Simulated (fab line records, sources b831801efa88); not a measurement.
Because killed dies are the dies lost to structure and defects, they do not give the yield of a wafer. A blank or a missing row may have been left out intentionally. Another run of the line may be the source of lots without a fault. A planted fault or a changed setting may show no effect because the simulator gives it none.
Which of the tools did it? -- flow sky130 -- 12 lots, 36 wafers sampled, at 3 steps of a route of 708

## WHAT THE GAUGES READ, wafer by wafer
SKY_VIA3_RS_MEAS_22: the measuring method here is four-point-probe.
lot,measured,on,VIA3_W_RS (ohm/sq)
L273,day 41 03:25,film_metro-04,0.2923 0.2933 0.2927
L272,day 41 03:41,film_metro-03,0.2969 0.2967 0.2918
L275,day 41 11:34,film_metro-02,0.2961 0.2968 0.2925
L276,day 42 00:10,film_metro-04,0.2956 0.2947 0.3009
L278,day 42 13:05,film_metro-02,0.2965 0.2963 0.2950
L279,day 42 18:14,film_metro-02,0.2909 0.2907 0.2934
L283,day 44 03:34,film_metro-02,0.2954 0.2938 0.2966
L284,day 44 14:16,film_metro-02,0.2909 0.2902 0.2922
L285,day 44 15:37,film_metro-02,0.2893 0.2959 0.2946
L286,day 44 16:16,film_metro-02,0.2915 0.2930 0.2905
L287,day 45 01:45,film_metro-02,0.2946 0.2895 0.2910
L292,day 47 01:51,film_metro-04,0.2895 0.2925 0.2912

SKY_CAP2M_THK_MEAS_04: measures by xrf.
lot,measured,on,CAP2M_TIN_THK (nm)
L273,day 41 04:21,film_metro-04,203.0 202.8 202.8
L272,day 41 04:39,film_metro-04,203.5 201.7 202.2
L275,day 41 12:31,film_metro-04,203.4 204.6 204.3
L276,day 42 01:07,film_metro-04,198.1 197.8 199.6
L278,day 42 14:07,film_metro-02,205.7 204.2 205.2
L279,day 42 19:11,film_metro-02,205.4 206.1 207.1
L283,day 44 04:46,film_metro-02,206.7 209.5 208.2
L284,day 44 15:13,film_metro-04,203.3 200.7 200.0
L285,day 44 16:33,film_metro-01,202.2 202.8 202.9
L286,day 44 17:12,film_metro-02,207.8 205.6 208.1
L287,day 45 02:41,film_metro-01,200.8 200.1 199.8
L292,day 47 02:48,film_metro-01,202.3 203.1 203.9

## WHICH TOOL RAN EACH LOT (tool, then ch and the chambers of the sampled wafers, then the start)
lot,SKY_VIA3_SPUTTER_20
L273,"pvd_sputter-04, day 41 03:13"
L272,"pvd_sputter-03, day 41 03:29"
L275,"pvd_sputter-02, day 41 11:23"
L276,"pvd_sputter-02, day 41 23:56"
L278,"pvd_sputter-04, day 42 12:53"
L279,"pvd_sputter-04, day 42 18:02"
L283,"pvd_sputter-04, day 44 03:22"
L284,"pvd_sputter-04, day 44 14:05"
L285,"pvd_sputter-04, day 44 15:24"
L286,"pvd_sputter-03, day 44 16:03"
L287,"pvd_sputter-03, day 45 01:32"
L292,"pvd_sputter-03, day 47 01:40"
- SKY_VIA3_SPUTTER_20: material TiN, target thk 20 nm, time 80 s.

## AS READ BY THE TOOLS THEMSELVES (means over the sampled wafers that have a number; for cases with no such wafer, the mark the record gives instead)
SKY_VIA3_SPUTTER_20.
lot,tool,throttle_valve_pct (%)
L273,pvd_sputter-04,29.8
L272,pvd_sputter-03,29.4
L275,pvd_sputter-02,28.6
L276,pvd_sputter-02,29.0
L278,pvd_sputter-04,30.2
L279,pvd_sputter-04,30.1
L283,pvd_sputter-04,29.6
L284,pvd_sputter-04,30.0
L285,pvd_sputter-04,29.9
L286,pvd_sputter-03,29.5
L287,pvd_sputter-03,29.4
L292,pvd_sputter-03,29.4

## THE ANSWER, worked out from the rows above alone
Rule: the usual values come from the lots themselves. Put in order of their means at a reading, lots are off if they are a third of the lots or fewer, leave a main group of 4 or more, and stand apart from it by a gap of 3 or more times the standard deviation of the main group's means; of several such gaps the widest counts. A main group is skipped when, at the precision printed for the reading in the tables above, its means are all equal. A lot without any number at a reading at which 4 lots or more have one is off too. The other lots that the step has rows for count as sound. After the gauges, taken in route order, come the tools' own readings; for these a lot's mean is taken, as printed above. At the first step where some lot is off, the reading lying furthest off is the one used; lots without a number count as furthest.
Across all readings shown, no lot is off: no conclusion can be drawn from this.

## WHAT WAS PUT IN BY THE SIMULATOR
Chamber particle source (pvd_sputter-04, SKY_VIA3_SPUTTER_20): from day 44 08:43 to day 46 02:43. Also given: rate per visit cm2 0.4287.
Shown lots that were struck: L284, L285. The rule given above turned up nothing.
